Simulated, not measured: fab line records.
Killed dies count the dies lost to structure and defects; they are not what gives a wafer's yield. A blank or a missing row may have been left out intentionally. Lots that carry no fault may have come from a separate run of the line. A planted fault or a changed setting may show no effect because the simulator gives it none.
Chamber matching	flow gf180mcu	rie-diel-03 running GF_V4_ETCH_16: 4 sister chambers
The step etches BARC in N2/H2. 8 wafers are shown with their chamber, then 8 later ones without.

WAFERS WITH THEIR CHAMBER
wafer	chamber	oes-product-au (a.u.)	h2-flow-sccm (sccm)
L080.1	1	0.844	200.6
L083.1	3	0.858	199.1
L083.3	2	0.856	199.3
L083.4	0	0.852	199.3
L086.3	2	0.860	199.9
L086.4	3	0.858	200.7
L086.5	0	0.858	200.1
L089.1	1	0.855	200.3

WAFERS WITHOUT THEIR CHAMBER
wafer	oes-product-au (a.u.)	h2-flow-sccm (sccm)
L089.4	0.851	199.6
L089.5	0.849	199.2
L090.1	0.861	200.6
L090.2	0.859	200.0
L090.6	0.853	199.4
L094.2	0.850	199.7
L094.3	0.854	200.4
L094.5	0.849	199.5

WHICH CHAMBER EACH WENT THROUGH
wafer	from the rows above	in truth
L089.4	can't be placed: 0 or 1 or 2 or 3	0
L089.5	can't be placed: 0 or 1 or 2 or 3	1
L090.1	can't be placed: 3 or 2 or 0 or 1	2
L090.2	can't be placed: 3 or 2 or 0 or 1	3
L090.6	can't be placed: 0 or 2 or 3 or 1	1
L094.2	can't be placed: 0 or 1 or 2 or 3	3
L094.3	can't be placed: 1 or 0 or 3 or 2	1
L094.5	can't be placed: 0 or 1 or 2 or 3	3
0 of 8 placed correctly. Can't be placed from these rows: 8 (the true chamber is among the candidates in 8). Number placed wrongly: 0.
How it was worked out, from the rows above alone: a wafer's distance from a chamber is the root of the sum, over the readings, of the square of ((its reading less the chamber's mean) divided by the reading's scatter). The wafer belongs to the nearest chamber; if the next one is less than 2 further off, it can't be placed. A chamber's mean is the mean of its shown wafers. How the scatter is found: for the shown wafers, subtract from each reading the mean of its chamber, square and add these, divide the total by (wafers less chambers), then take the root.
